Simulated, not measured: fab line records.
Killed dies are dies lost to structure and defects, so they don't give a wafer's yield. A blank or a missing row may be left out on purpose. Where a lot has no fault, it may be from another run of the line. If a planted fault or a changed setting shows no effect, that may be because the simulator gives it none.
A single fault, viewed from 2 desks | flow sfq line | what lay behind the numbers comes last; until then each desk has only its own

## DESK OF THE TOOL OWNER: rie diel-03
The tool's own readings at SFQ_TRILAYER_I4_VIA_BARC_OPEN_VIA_ETCH_146 (etches BARC in O2, target depth 125 nm, time 41.7 s): means of the sampled wafers that have a number, for each lot that ran on this tool. A lot is out of limits, marked OUT, if its mean lies more than 4 standard deviations from the usual mean; the brackets give that distance.
Columns: A = drypump motor current A at SFQ_TRILAYER_I4_VIA_BARC_OPEN_VIA_ETCH_146, usual 5.8 A; B = oes product au at SFQ_TRILAYER_I4_VIA_BARC_OPEN_VIA_ETCH_146, usual 0.685 a.u.; C = rf fwd power W at SFQ_TRILAYER_I4_VIA_BARC_OPEN_VIA_ETCH_146, usual 493.9 W
lot  | first seen here | A   | B     | C
L353 | day 63 12:10    | 6.1 | 0.688 | 559.5 (+31) OUT
L361 | day 66 18:37    | 6.1 | 0.682 | 493.9
This desk finds L353 out of limits, L353 being first, at day 63 12:10 (rf fwd power W at SFQ_TRILAYER_I4_VIA_BARC_OPEN_VIA_ETCH_146). In limits: L361.

## FROM THE METROLOGY DESK
Means of the sampled wafers that have a number, per lot and without regard to the tool the lot ran on: this is what the gauges read. A lot is out of limits, marked OUT, if its mean lies more than 4 standard deviations from the usual mean; the brackets give that distance.
Columns: A = I4_BOW at SFQ_I4_BOW_MEAS_927, usual 6 um; B = I4_OVL at SFQ_I4_OVL_MEAS_928, usual 3 nm
lot  | first seen here | A  | B
L347 | day 54 18:16    | -3 | -6
L353 | day 57 14:17    | 8  | 2
L360 | day 62 01:44    | 13 | 6
L361 | day 62 02:56    | 7  | 6
L366 | day 62 14:58    | 20 | 6
This desk's verdict: no lot among the 5 shows anything out of limits.

## BROUGHT TOGETHER
At day 63 12:10, on L353, the tool owner's desk was in a position to raise an alarm.
Metrology desk: nothing out of limits seen.
The metrology desk has L353 on record, within its limits.
Of the lots named, all ran SFQ_TRILAYER_I4_VIA_BARC_OPEN_VIA_ETCH_146 on rie diel-03.

## WHAT THE SIMULATOR HAD PUT IN
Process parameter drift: rie diel-03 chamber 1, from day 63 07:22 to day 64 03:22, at SFQ_TRILAYER_I4_VIA_BARC_OPEN_VIA_ETCH_146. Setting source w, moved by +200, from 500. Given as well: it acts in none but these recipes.
Shown lots that were struck: L353.
Each desk's first reading out of limits, in hours after the fault started: the tool owner's desk, 5.
